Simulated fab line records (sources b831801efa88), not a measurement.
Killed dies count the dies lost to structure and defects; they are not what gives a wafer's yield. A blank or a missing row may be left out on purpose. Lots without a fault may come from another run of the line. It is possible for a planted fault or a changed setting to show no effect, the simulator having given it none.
8D (eight disciplines) problem report, filled in by code	flow sfqLine	the parts of the form that need people (team, actions taken, sign-off) are left out

## 1. THE ISSUE
At SFQ_TRILAYER_I6_VIA_BARC_OPEN_VIA_ETCH_235, runLengthS averages 79.2 s over 4 wafers from 3 lots, while fault-free wafers read 69.9 s, standard deviation 0.58. Measured from the usual mean, that is +16 standard deviations.
The step: etches BARC in O2, target depth 125 nm, time 41.7 s.
Seen first at day 68 06:21 on rieDiel-02, wafer L462.5. The record has a number at this step for 18 wafers belonging to 7 lots. The rule behind "out" and "out of limits": a value lying over 4 standard deviations away from the usual mean. The rest of the wafers with a number are treated as sound.

## 2. WHAT IT IS, AND WHAT IT ISN'T
question	is	is not
which readings at this step	runLengthS, oesProductAu	drypumpMotorCurrentA
which lots	L462, L464, L465	L451, L454, L456, L469
which wafers of those lots	L462.5, L462.6, L464.6, L465.6	L464.4, L465.3
read on which tools	rieDiel-02	rieDiel-04
when	from day 68 06:21	up to then (9 sound wafers); but 5 sound wafers of L464, L465, L469 came after

## 3. SUSPECTS, AND WHAT RULES EACH OUT
Counting: a tool at a process step up to the reading stays a suspect if it ran every lot that is out. Sound lots after the first of them don't rule it out here, since some wafers of a struck lot are sound.
- pecvd-01 at SFQ_TRILAYER_I6_DEP_PECVD_165 (deposits SiO2 from SiH4/N2O, time 111.11 s, target thk 500 nm): kept. Ran every lot that is out, first one L462 (day 63 15:33); last sound lot up to then L451 (day 60 14:11).
- rieDiel-02 at SFQ_TRILAYER_I6_VIA_BARC_OPEN_VIA_ETCH_235 (etches BARC in O2, target depth 125 nm, time 41.7 s): kept. Ran every lot that is out, first one L462 (day 68 06:21); last sound lot up to then L456 (day 66 17:34). Its own oesProductAu, runLengthS readings are out on those wafers.
The count leaves rieDiel-02 at SFQ_TRILAYER_I6_VIA_BARC_OPEN_VIA_ETCH_235 and pecvd-01 at SFQ_TRILAYER_I6_DEP_PECVD_165.

## 4. THE CAUSE (what the simulator had put in)
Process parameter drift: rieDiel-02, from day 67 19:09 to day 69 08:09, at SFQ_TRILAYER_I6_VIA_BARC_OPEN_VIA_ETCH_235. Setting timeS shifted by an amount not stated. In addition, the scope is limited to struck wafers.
After counting, 2 suspects remain, this tool included.

## 5. SEQUENCE OF EFFECTS, ordered by route
Each row: a reading whose mean over the struck wafers that have a number lies more than 3 standard deviations from the usual. Only readings for which the record gives a usual standard deviation are gone through. hours: the time from each lot's start at the first step in this table that gives one to its start at this step, as a median over the lots. sigmas: the change in usual standard deviations.
hours	step	reading	usual	on struck wafers	change	sigmas
0	SFQ_TRILAYER_I6_VIA_BARC_OPEN_VIA_ETCH_235	oesProductAu	0.686 a.u.	0.633	-0.053	-11
0	SFQ_TRILAYER_I6_VIA_BARC_OPEN_VIA_ETCH_235	runLengthS	69.9 s	79.2	+9.3	+16
Here are the process steps it includes:
- SFQ_TRILAYER_I6_VIA_BARC_OPEN_VIA_ETCH_235: etches BARC in O2, target depth 125 nm, time 41.7 s.

## 6. WHAT WOULD HAVE CAUGHT IT SOONER
The fault began at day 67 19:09; the first out-of-limits reading in this record came at day 68 06:21, 11 hours later.
